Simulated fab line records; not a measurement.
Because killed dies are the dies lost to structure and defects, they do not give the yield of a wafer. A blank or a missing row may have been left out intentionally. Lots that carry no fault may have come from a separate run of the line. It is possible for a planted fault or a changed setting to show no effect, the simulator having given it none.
fab line records -- flow gf180mcu -- part 1 of 2: steps 1 to 25 of 34
record: lots: 5, wafers: 15, last-day: 34
route steps=602 shown STI@15 DNWELL@32 NWELL@42
lots untouched by any fault: they come from a run of this same line in which no faults occurred
start-h: start of the lot's first displayed wafer, in hours after the record's first day -- wait-h: hours elapsed since this lot's preceding step -- " identical to the entry in the row above -- L1.1+2: one row covering several wafers at once -- - value missing, or start not given -- * or withheld: withheld -- < > ~ a bound
route shown NAME@n: NAME is a module with steps in the file, n the number in the route of the first one -- usual: the fault-free wafers' mean and standard deviation -- same: alike in all rows -- chamber/n: place in a boat -- sites: per-site readings -- _std_site: standard deviation across them -- _edge_site: the outer-site mean with the inner-site mean subtracted -- radius-mm: for every site, how far away it sits from the centre of the wafer -- mask NAME#n: copy n -- behind: the last tool/chamber to shape the wafer -- hold: cause of the lot's hold/its duration in hours/its outcome -- device: which transistor (n, p or np) failed to switch -- end of line: the route-end tests of the same wafers -- step lacking rows: just its recipe -- killed: dies lost to structure and defects at the first sort, not the wafer's yield -- map: the dies of a wafer, with x for killed, . for not killed, _ for no die there
set.NAME: the run value of the setting; set.NAME@STEP: its run value at that earlier step -- model.NAME: the simulator's own value behind a step, which no gauge read
lots at some steps of the route; a table a step, a row a wafer
services: from which hour (start-h, from the record's first day; less than 0 if before it) a tool's chamber was out of use, for how many hours, and why
== steps ==
step: GF_STI_ETCH_14
recipe: target: Si, chemistry: HBr/Cl2/O2, target-depth-nm: 360, icp-w: 600, bias-w: 150, pressure-mtorr: 15, HBr_flow_sccm: 150, Cl2_flow_sccm: 40, O2_flow_sccm: 6, time-s: 102.9
usual: O2_flow_sccm: 6.000/0.021, drypump-motor-current-A: 5.4/0.46, oes-product-au: 0.994/0.011, rf-fwd-power-W: 597.1/2, throttle-valve-pct: 25.662/0.012
lot.wafer,tool,chamber,start-h,wait-h,O2_flow_sccm,drypump-motor-current-A,oes-product-au,rf-fwd-power-W,rf-hours-counter-h,throttle-valve-pct
L075.1,rie-si-02,2,29.86,0.0,6.049,4.8,0.984,598.3,90,25.665
L075.2,rie-si-02,1,29.86,0.0,5.967,5.4,0.998,596.1,85,25.652
L075.4,rie-si-02,1,29.86,0.0,5.976,5.4,0.993,596.7,-,25.665
L077.3,rie-si-02,1,40.85,0.0,6.001,5.4,0.992,598.9,85,25.677
L077.5,rie-si-02,1,40.85,0.0,6.020,5.4,1.005,598.5,-,25.657
L077.6,rie-si-02,3,40.85,0.0,6.005,6.2,0.996,595.6,-,25.659
L085.2,rie-si-02,2,82.68,0.0,5.991,4.8,0.983,596.1,90,25.666
L085.3,rie-si-02,1,82.68,0.0,6.024,5.4,1.000,599.1,86,25.655
L085.4,rie-si-02,3,82.68,0.0,6.007,6.2,1.008,594.5,1,25.654
L092.1,rie-si-02,3,118.51,0.0,5.993,6.2,0.996,597.7,1,25.651
L092.2,rie-si-02,1,118.51,0.0,6.004,5.4,1.004,599.8,86,25.650
L092.5,rie-si-02,2,118.51,0.0,6.013,4.8,0.992,596.9,-,25.649
L097.1,rie-si-01,0,143.81,0.0,6.025,5.0,1.003,600.3,43,25.645
L097.4,rie-si-01,1,143.81,0.0,5.985,6.1,1.010,596.6,4,25.656
L097.5,rie-si-01,1,143.81,0.0,6.009,6.1,1.009,595.8,-,25.656
step: GF_STI_STRIP_15
recipe: chemistry: O2/N2, power-w: 1400, pressure-mtorr: 1500, platen-temp-c: 250, o2-flow-sccm: 3000, n2-flow-sccm: 300, overash-fraction: 0.5
usual: drypump-motor-current-A: 5.8/0.55, heater-power-w: 353/38, oes-product-au: 0.385/0.0048, strip-time-to-endpoint-s: 3.77/0.059
lot.wafer,tool,chamber,start-h,wait-h,drypump-motor-current-A,heater-power-w,oes-product-au,rf-hours-counter-h,strip-time-to-endpoint-s
L075.1,plasma-asher-01,0,29.94,0.0,5.6,426,0.385,35,3.83
L075.2,plasma-asher-01,1,29.94,0.0,5.4,306,0.385,35,3.80
L075.4,plasma-asher-01,1,29.94,0.0,5.4,315,0.384,-,3.76
L077.3,plasma-asher-02,0,40.96,0.1,5.2,346,0.392,-,3.74
L077.5,plasma-asher-02,0,40.96,0.1,5.2,343,0.382,-,3.77
L077.6,plasma-asher-02,1,40.96,0.1,6.8,331,0.393,-,3.73
L085.2,plasma-asher-03,1,82.76,0.0,6.4,355,0.384,28,3.67
L085.3,plasma-asher-03,1,82.76,0.0,6.4,359,0.389,-,3.75
L085.4,plasma-asher-03,0,82.76,0.0,5.7,329,0.379,-,3.66
L092.1,plasma-asher-01,0,118.59,0.0,5.7,422,0.387,43,3.77
L092.2,plasma-asher-01,1,118.59,0.0,5.4,303,0.387,43,3.67
L092.5,plasma-asher-01,1,118.59,0.0,5.4,308,0.385,-,3.78
L097.1,plasma-asher-03,0,143.88,0.0,5.7,340,0.380,34,3.69
L097.4,plasma-asher-03,0,143.88,0.0,5.7,327,0.389,-,3.80
L097.5,plasma-asher-03,0,143.88,0.0,5.7,329,0.390,-,3.82
step: GF_STI_CLEAN_16
recipe: chemistry: dHF, time-s: 25, dilution: 100:1
lot.wafer,tool,chamber,start-h,wait-h
L075.1+2+4,wet-bench-01,0,30.04,0.1
L077.3+5+6,wet-bench-03,0,41.03,0.0
L085.2+3+4,wet-bench-02,3,82.86,0.1
L092.1+2+5,wet-bench-02,0,118.69,0.1
L097.1+4+5,wet-bench-02,2,143.98,0.1
step: GF_STI_WET_ETCH_17
recipe: chemistry: H3PO4, target-depth-nm: 45, temp-c: 160, target: Si3N4, time-s: 514
lot.wafer,tool,chamber,start-h,wait-h
L075.1+2+4,wet-bench-03,0,30.05,0.0
L077.3+5+6,wet-bench-01,0,41.04,0.0
L085.2+3+4,wet-bench-03,3,82.87,0.0
L092.1+2+5,wet-bench-03,3,118.70,0.0
L097.1+4+5,wet-bench-01,2,144.01,0.0
step: GF_STI_CLEAN_18
recipe: chemistry: SC1/SC2, mix: 1:4:20, temp-c: 70, time-s: 150
lot.wafer,tool,chamber,start-h,wait-h
L075.1+2+4,wet-bench-02,0,30.22,0.0
L077.3+5+6,wet-bench-03,3,41.19,0.0
L085.2+3+4,wet-bench-01,1,83.02,0.0
L092.1+2+5,wet-bench-01,3,118.87,0.0
L097.1+4+5,wet-bench-03,0,144.17,0.0
step: GF_STI_CLEAN_19
recipe: chemistry: dHF, time-s: 20, dilution: 100:1
lot.wafer,tool,chamber,start-h,wait-h
L075.1+2+4,wet-bench-01,3,30.27,0.0
L077.3+5+6,wet-bench-02,3,41.24,0.0
L085.2+3+4,wet-bench-02,3,83.08,0.0
L092.1+2+5,wet-bench-02,2,118.92,0.0
L097.1+4+5,wet-bench-02,3,144.22,0.0
step: GF_STI_WET_ETCH_20
recipe: chemistry: dHF, dilution: 100:1, target-depth-nm: 20, temp-c: 25, dry: ipa-marangoni, target: SiO2, time-s: 400
lot.wafer,tool,chamber,start-h,wait-h
L075.1+2+4,wet-bench-03,3,30.28,0.0
L077.3+5+6,wet-bench-01,3,41.26,0.0
L085.2+3+4,wet-bench-03,3,83.10,0.0
L092.1+2+5,wet-bench-03,0,118.93,0.0
L097.1+4+5,wet-bench-01,2,144.24,0.0
step: GF_STI_OXIDATION_21
recipe: temp-c: 1000, ambient: O2, stabilise-s: 600, purge-s: 300, target-thk-a: 150, ox-time-s: 458
usual: ox-temp-c-max: 1004.1/0.68, spike-tc-upper-C: 1000.9/1, zone-power-bottom-pct: 34.6/0.65
lot.wafer,tool,chamber,start-h,wait-h,ox-temp-c-max,spike-tc-upper-C,zone-power-bottom-pct
L075.1,furnace-02,0,30.88,0.5,1002.7,998.4,35.7
L075.2,furnace-02,0,30.88,0.5,1003.4,1002.8,35.1
L075.4,furnace-02,0,30.88,0.5,1003.3,1002.3,34.9
L077.3,furnace-02,0,42.96,1.6,1003.7,1001.4,34.3
L077.5,furnace-02,0,42.96,1.6,1004.0,1001.7,34.8
L077.6,furnace-02,0,42.96,1.6,1005.1,999.5,35.1
L085.2,furnace-01,0,83.21,0.0,1005.2,1001.5,34.2
L085.3,furnace-01,0,83.21,0.0,1003.3,1002.5,33.8
L085.4,furnace-01,0,83.21,0.0,1004.7,999.5,34.1
L092.1,furnace-01,0,119.06,0.0,1004.5,1001.7,33.9
L092.2,furnace-01,0,119.06,0.0,1003.8,1000.9,34.3
L092.5,furnace-01,0,119.06,0.0,1004.3,1002.0,34.4
L097.1,furnace-01,0,145.12,0.8,1004.8,999.1,34.5
L097.4,furnace-01,0,145.12,0.8,1003.8,999.0,34.1
L097.5,furnace-01,0,145.12,0.8,1004.5,1001.2,33.2
step: GF_STI_THK_MEAS_22
recipe: reads: SiO2_of_STI_OXIDATION_21
usual: STI_OXIDATION_01_THK: 15.0/0.34
lot.wafer,tool,chamber,start-h,wait-h,STI_OXIDATION_01_THK[nm]
L075.1,film-metro-03,-,32.01,0.0,14.7
L075.2,film-metro-03,-,32.01,0.0,14.7
L075.4,film-metro-03,-,32.01,0.0,14.4
L077.3,film-metro-02,-,44.11,0.0,15.1
L077.5,film-metro-02,-,44.11,0.0,15.2
L077.6,film-metro-02,-,44.11,0.0,15.3
L085.2,film-metro-04,-,84.35,0.0,15.3
L085.3,film-metro-04,-,84.35,0.0,15.5
L085.4,film-metro-04,-,84.35,0.0,15.7
L092.1,film-metro-04,-,120.19,0.0,15.0
L092.2,film-metro-04,-,120.19,0.0,15.0
L092.5,film-metro-04,-,120.19,0.0,15.1
L097.1,film-metro-02,-,146.25,0.0,15.6
L097.4,film-metro-02,-,146.25,0.0,15.4
L097.5,film-metro-02,-,146.25,0.0,15.4
step: GF_STI_CVD_23
recipe: material: SiO2, target-thk-nm: 650, sigma-open-frac: 0.3, time-s: 108.3, temp-c: 600, sih4-flow-sccm: 60, pressure-mtorr: 6
lot.wafer,tool,chamber,start-h,wait-h
L075.1+2+4,hdpcvd-02,"0,2,1",32.07,0.1
L077.3+5+6,hdpcvd-02,"2,0,2",44.15,0.0
L085.2+3+4,hdpcvd-02,"1,2,2",84.40,0.0
L092.1+2+5,hdpcvd-01,"1,2,1",120.25,0.1
L097.1+4+5,hdpcvd-01,"0,2,0",146.31,0.1
step: GF_STI_THK_MEAS_24
recipe: reads: SiO2_of_STI_CVD_23
usual: STI_CVD_23_THK: 649/5.9
lot.wafer,tool,chamber,start-h,wait-h,STI_CVD_23_THK[nm]
L075.1,film-metro-02,-,32.15,0.0,650
L075.2,film-metro-02,-,32.15,0.0,647
L075.4,film-metro-02,-,32.15,0.0,642
L077.3,film-metro-03,-,44.24,0.1,653
L077.5,film-metro-03,-,44.24,0.1,654
L077.6,film-metro-03,-,44.24,0.1,646
L085.2,film-metro-02,-,84.49,0.0,648
L085.3,film-metro-02,-,84.49,0.0,658
L085.4,film-metro-02,-,84.49,0.0,650
L092.1,film-metro-02,-,120.33,0.0,634
L092.2,film-metro-02,-,120.33,0.0,648
L092.5,film-metro-02,-,120.33,0.0,637
L097.1,film-metro-02,-,146.38,0.0,639
L097.4,film-metro-02,-,146.38,0.0,648
L097.5,film-metro-02,-,146.38,0.0,644
step: GF_STI_CMP_25
recipe: stop-on: Si3N4, t-overpolish-s: 33, down-force-psi: 4, platen-rpm: 60, target-thk-nm: 524.6, pad-velocity-m-s: 0.94248
usual: motor-current-A: 11.8/0.9, overpolish-run-s: 33.000/0.0088, time-to-endpoint-s: 121/6.3
lot.wafer,tool,chamber,start-h,wait-h,motor-current-A,overpolish-run-s,time-to-endpoint-s
L075.4,cmp-01,2,32.21,0.0,12.3,33.014,111
L075.2,cmp-01,3,32.21,0.0,9.6,32.985,113
L075.1,cmp-01,0,32.21,0.0,10.9,33.005,126
L077.3,cmp-02,1,44.33,0.1,12.8,32.991,129
L077.5,cmp-02,0,44.33,0.1,12.2,33.006,130
L077.6,cmp-02,1,44.33,0.1,12.7,33.003,125
L085.2,cmp-01,1,84.54,0.0,11.4,32.990,119
L085.3,cmp-01,3,84.54,0.0,9.3,32.991,114
L085.4,cmp-01,0,84.54,0.0,11.5,32.999,120
L092.1,cmp-01,3,120.39,0.1,9.6,32.992,111
L092.2,cmp-01,2,120.39,0.1,12.5,32.980,117
L092.5,cmp-01,3,120.39,0.1,9.4,32.997,111
L097.4,cmp-02,0,146.72,0.3,12.3,33.009,118
L097.1,cmp-02,1,146.72,0.3,12.6,33.004,123
L097.5,cmp-02,2,146.72,0.3,12.0,33.005,122
step: GF_STI_WET_ETCH_26
recipe: chemistry: dHF, target-depth-nm: 94, target: SiO2, temp-c: 25, dilution: 10:1, time-s: 188
lot.wafer,tool,chamber,start-h,wait-h
L075.1+2+4,wet-bench-03,0,32.51,0.1
L077.3+5+6,wet-bench-02,0,44.58,0.2
L085.2+3+4,wet-bench-02,1,84.84,0.2
L092.1+2+5,wet-bench-03,1,120.69,0.2
L097.1+4+5,wet-bench-01,1,146.92,0.1
step: GF_STI_WET_ETCH_27
recipe: chemistry: H3PO4, target-depth-nm: 160, target: Si3N4, temp-c: 160, time-s: 1825
lot.wafer,tool,chamber,start-h,wait-h
L075.1+2+4,wet-bench-02,2,32.57,0.0
L077.3+5+6,wet-bench-03,0,44.64,0.0
L085.2+3+4,wet-bench-01,3,84.90,0.0
L092.1+2+5,wet-bench-02,3,120.75,0.0
L097.1+4+5,wet-bench-03,1,146.98,0.0
step: GF_STI_WET_ETCH_28
recipe: chemistry: dHF, target-depth-nm: 20, dry: ipa-marangoni, target: SiO2, temp-c: 25, dilution: 10:1, time-s: 40
lot.wafer,tool,chamber,start-h,wait-h
L075.1+2+4,wet-bench-01,3,33.09,0.0
L077.3+5+6,wet-bench-02,0,45.16,0.0
L085.2+3+4,wet-bench-03,0,85.47,0.0
L092.1+2+5,wet-bench-03,3,121.78,0.0
L097.1+4+5,wet-bench-02,0,147.49,0.0
step: GF_STI_OXIDATION_29
recipe: temp-c: 900, ambient: O2, stabilise-s: 600, purge-s: 300, target-thk-a: 100, ox-time-s: 1418
usual: ox-temp-c-max: 903.7/0.63, spike-tc-upper-C: 900.5/0.91, zone-power-bottom-pct: 27.4/0.49
lot.wafer,tool,chamber,start-h,wait-h,ox-temp-c-max,spike-tc-upper-C,zone-power-bottom-pct
L075.1,furnace-02,0,33.11,0.0,903.3,899.6,27.3
L075.2,furnace-02,0,33.11,0.0,902.6,901.3,27.4
L075.4,furnace-02,0,33.11,0.0,903.6,899.2,27.7
L077.3,furnace-01,0,46.78,1.6,903.9,900.4,26.7
L077.5,furnace-01,0,46.78,1.6,903.9,901.9,27.7
L077.6,furnace-01,0,46.78,1.6,904.2,899.2,26.9
L085.2,furnace-01,0,88.79,3.3,903.7,898.5,27.3
L085.3,furnace-01,0,88.79,3.3,903.2,899.5,27.3
L085.4,furnace-01,0,88.79,3.3,903.3,901.0,26.8
L092.1,furnace-01,0,121.80,0.0,902.7,900.2,26.5
L092.2,furnace-01,0,121.80,0.0,902.8,901.0,27.4
L092.5,furnace-01,0,121.80,0.0,903.4,900.6,27.3
L097.1,furnace-02,0,147.51,0.0,903.6,899.9,27.6
L097.4,furnace-02,0,147.51,0.0,904.8,900.4,27.9
L097.5,furnace-02,0,147.51,0.0,902.9,900.9,28.2
step: GF_STI_THK_MEAS_30
recipe: reads: SiO2_of_STI_OXIDATION_29
usual: STI_OXIDATION_02_THK: 10.07/0.18
lot.wafer,tool,chamber,start-h,wait-h,STI_OXIDATION_02_THK[nm]
L075.1,film-metro-04,-,34.50,0.0,10.19
L075.2,film-metro-04,-,34.50,0.0,10.14
L075.4,film-metro-04,-,34.50,0.0,10.33
L077.3,film-metro-04,-,48.20,0.0,10.25
L077.5,film-metro-04,-,48.20,0.0,10.24
L077.6,film-metro-04,-,48.20,0.0,10.12
L085.2,film-metro-02,-,90.19,0.0,9.80
L085.3,film-metro-02,-,90.19,0.0,9.80
L085.4,film-metro-02,-,90.19,0.0,9.89
L092.1,film-metro-04,-,123.19,0.0,9.74
L092.2,film-metro-04,-,123.19,0.0,10.00
L092.5,film-metro-04,-,123.19,0.0,10.03
L097.1,film-metro-04,-,148.91,0.0,10.21
L097.4,film-metro-04,-,148.91,0.0,10.06
L097.5,film-metro-04,-,148.91,0.0,10.02
step: GF_DNWELL_DEHYDRATE_00
recipe: temp-c: 200, time-s: 60
usual: plate-temp-C: 200.00/0.16, resist-line-temp-C: 23.02/0.11
lot.wafer,tool,chamber,start-h,wait-h,plate-temp-C,resist-line-temp-C
L075.1,litho-track-02,0,39.66,5.1,200.11,22.90
L075.2,litho-track-02,0,39.66,5.1,199.86,22.94
L075.4,litho-track-02,0,39.66,5.1,200.01,22.88
L077.3,litho-track-01,0,53.66,5.5,200.15,23.17
L077.5,litho-track-01,0,53.66,5.5,200.05,23.13
L077.6,litho-track-01,0,53.66,5.5,200.01,23.19
L085.2,litho-track-04,0,96.11,5.9,200.25,22.98
L085.3,litho-track-04,0,96.11,5.9,200.23,23.00
L085.4,litho-track-04,0,96.11,5.9,200.11,22.97
L092.1,litho-track-01,0,130.26,7.1,200.12,23.06
L092.2,litho-track-01,0,130.26,7.1,200.11,23.16
L092.5,litho-track-01,0,130.26,7.1,200.14,22.98
L097.1,litho-track-04,0,156.88,8.0,199.75,22.88
L097.4,litho-track-04,0,156.88,8.0,199.97,23.06
L097.5,litho-track-04,0,156.88,8.0,200.19,22.98
step: GF_DNWELL_HMDS_01
recipe: prime-time-s: 60, prime-temp-c: 120
usual: resist-line-temp-C: 22.99/0.11
lot.wafer,tool,chamber,start-h,wait-h,resist-line-temp-C
L075.1,litho-track-02,0,39.81,0.1,22.99
L075.2,litho-track-02,0,39.81,0.1,23.08
L075.4,litho-track-02,0,39.81,0.1,23.20
L077.3,litho-track-01,0,53.81,0.1,22.89
L077.5,litho-track-01,0,53.81,0.1,23.00
L077.6,litho-track-01,0,53.81,0.1,22.89
L085.2,litho-track-04,0,96.26,0.1,23.09
L085.3,litho-track-04,0,96.26,0.1,23.03
L085.4,litho-track-04,0,96.26,0.1,23.02
L092.1,litho-track-01,0,130.41,0.1,23.06
L092.2,litho-track-01,0,130.41,0.1,23.09
L092.5,litho-track-01,0,130.41,0.1,23.15
L097.1,litho-track-04,0,157.03,0.1,22.94
L097.4,litho-track-04,0,157.03,0.1,22.97
L097.5,litho-track-04,0,157.03,0.1,22.89
step: GF_DNWELL_COAT_02
recipe: spin-rpm: 2000, resist-thk-nm: 3000
usual: dispense-pressure-kPa: 53/3.1, resist-line-temp-C: 23.01/0.094
lot.wafer,tool,chamber,start-h,wait-h,dispense-pressure-kPa,resist-line-temp-C
L075.1,litho-track-02,0,39.96,0.1,50,23.02
L075.2,litho-track-02,0,39.96,0.1,50,22.94
L075.4,litho-track-02,0,39.96,0.1,50,22.96
L077.3,litho-track-01,0,53.96,0.1,51,22.95
L077.5,litho-track-01,0,53.96,0.1,51,22.99
L077.6,litho-track-01,0,53.96,0.1,51,22.77
L085.2,litho-track-04,0,96.41,0.1,56,22.94
L085.3,litho-track-04,0,96.41,0.1,56,23.18
L085.4,litho-track-04,0,96.41,0.1,56,23.14
L092.1,litho-track-01,0,130.56,0.1,51,23.14
L092.2,litho-track-01,0,130.56,0.1,51,23.24
L092.5,litho-track-01,0,130.56,0.1,51,23.01
L097.1,litho-track-04,0,157.18,0.1,56,23.06
L097.4,litho-track-04,0,157.18,0.1,56,23.07
L097.5,litho-track-04,0,157.18,0.1,56,22.91
step: GF_DNWELL_SOFTBAKE_03
recipe: temp-c: 110, time-s: withheld
usual: plate-temp-C: 110.03/0.15, resist-line-temp-C: 23.02/0.11
lot.wafer,tool,chamber,start-h,wait-h,plate-temp-C,resist-line-temp-C
L075.1,litho-track-02,0,40.11,0.1,110.11,23.20
L075.2,litho-track-02,0,40.11,0.1,110.21,23.15
L075.4,litho-track-02,0,40.11,0.1,110.00,23.13
L077.3,litho-track-01,0,54.13,0.1,110.18,22.99
L077.5,litho-track-01,0,54.13,0.1,110.28,23.04
L077.6,litho-track-01,0,54.13,0.1,110.28,22.92
L085.2,litho-track-04,0,96.56,0.1,109.80,23.17
L085.3,litho-track-04,0,96.56,0.1,109.86,23.26
L085.4,litho-track-04,0,96.56,0.1,110.03,23.12
L092.1,litho-track-01,0,130.71,0.1,109.86,23.08
L092.2,litho-track-01,0,130.71,0.1,109.70,23.18
L092.5,litho-track-01,0,130.71,0.1,109.75,23.01
L097.1,litho-track-04,0,157.33,0.1,109.86,23.18
L097.4,litho-track-04,0,157.33,0.1,109.94,22.89
L097.5,litho-track-04,0,157.33,0.1,109.91,23.08
step: GF_DNWELL_EXPOSE_04
recipe: mask-id: DNWELL, target-cd-nm: 1700, na: 0.6, source-shape: conventional, sigma-outer: 0.6, dose-mj: 260
usual: exposure-dose-mJ-cm2: 259.96/0.24, focus-offset-nm: -0.1/0.55, reticle-temp-C: 23.01/0.11
lot.wafer,tool,chamber,start-h,wait-h,mask,exposure-dose-mJ-cm2,focus-offset-nm,reticle-temp-C
L075.1,iline-stepper-01,0,-,-,DNWELL#0,259.88,-0.1,23.10
L075.2,iline-stepper-01,0,-,-,DNWELL#0,260.41,-0.6,23.22
L075.4,iline-stepper-01,0,-,-,DNWELL#0,259.74,-1.3,23.08
L077.3,iline-stepper-01,0,-,-,DNWELL#0,259.57,0.0,22.95
L077.5,iline-stepper-01,0,-,-,DNWELL#0,260.08,0.9,22.98
L077.6,iline-stepper-01,0,-,-,DNWELL#0,259.67,0.4,23.12
L085.2,iline-stepper-01,0,-,-,DNWELL#0,259.96,-0.9,22.82
L085.3,iline-stepper-01,0,-,-,DNWELL#0,260.14,-0.4,23.12
L085.4,iline-stepper-01,0,-,-,DNWELL#0,260.08,0.1,22.96
L092.1,iline-stepper-02,0,-,-,DNWELL#0,260.05,0.1,22.99
L092.2,iline-stepper-02,0,-,-,DNWELL#0,260.12,-0.9,22.91
L092.5,iline-stepper-02,0,-,-,DNWELL#0,260.07,-0.1,22.92
L097.1,iline-stepper-01,0,-,-,DNWELL#0,259.77,0.0,22.95
L097.4,iline-stepper-01,0,-,-,DNWELL#0,260.34,0.3,22.99
L097.5,iline-stepper-01,0,-,-,DNWELL#0,260.12,-0.6,23.06
step: GF_DNWELL_PEB_05
recipe: temp-c: 115, time-s: withheld
usual: plate-temp-C: 114.95/0.14, resist-line-temp-C: 23.01/0.11
lot.wafer,tool,chamber,start-h,wait-h,plate-temp-C,resist-line-temp-C
L075.1,litho-track-01,0,-,-,115.01,23.11
L075.2,litho-track-01,0,-,-,114.91,23.03
L075.4,litho-track-01,0,-,-,114.97,23.01
L077.3,litho-track-04,0,-,-,114.88,22.98
L077.5,litho-track-04,0,-,-,114.79,22.93
L077.6,litho-track-04,0,-,-,114.76,22.99
L085.2,litho-track-01,0,-,-,115.10,22.87
L085.3,litho-track-01,0,-,-,115.15,22.93
L085.4,litho-track-01,0,-,-,115.19,23.02
L092.1,litho-track-04,0,-,-,114.88,23.26
L092.2,litho-track-04,0,-,-,114.82,23.30
L092.5,litho-track-04,0,-,-,115.04,23.28
L097.1,litho-track-04,0,-,-,114.98,22.95
L097.4,litho-track-04,0,-,-,115.03,23.03
L097.5,litho-track-04,0,-,-,114.79,22.87
step: GF_DNWELL_DEVELOP_06
recipe: wall-angle-deg: 90, develop-time-s: 60, dev-temp-c: 23
usual: resist-line-temp-C: 22.98/0.11
lot.wafer,tool,chamber,start-h,wait-h,resist-line-temp-C
L075.1,litho-track-01,0,-,-,22.89
L075.2,litho-track-01,0,-,-,22.90
L075.4,litho-track-01,0,-,-,22.79
L077.3,litho-track-04,0,-,-,22.99
L077.5,litho-track-04,0,-,-,23.04
L077.6,litho-track-04,0,-,-,23.07
L085.2,litho-track-01,0,-,-,22.95
L085.3,litho-track-01,0,-,-,23.02
L085.4,litho-track-01,0,-,-,23.05
L092.1,litho-track-04,0,-,-,23.16
L092.2,litho-track-04,0,-,-,23.07
L092.5,litho-track-04,0,-,-,23.24
L097.1,litho-track-04,0,-,-,22.84
L097.4,litho-track-04,0,-,-,22.84
L097.5,litho-track-04,0,-,-,22.99
step: GF_DNWELL_IMPLANT_07
recipe: species: P, energy-kev: 1500, dose-cm2: 1e+13, tilt-deg: 0
lot.wafer,tool,chamber,start-h,wait-h
L075.1+2+4,implanter-02,0,46.41,-
L077.3+5+6,implanter-01,0,60.83,-
L085.2+3+4,implanter-03,0,104.09,-
L092.1+2+5,implanter-03,0,138.83,-
L097.1+4+5,implanter-03,0,164.63,-
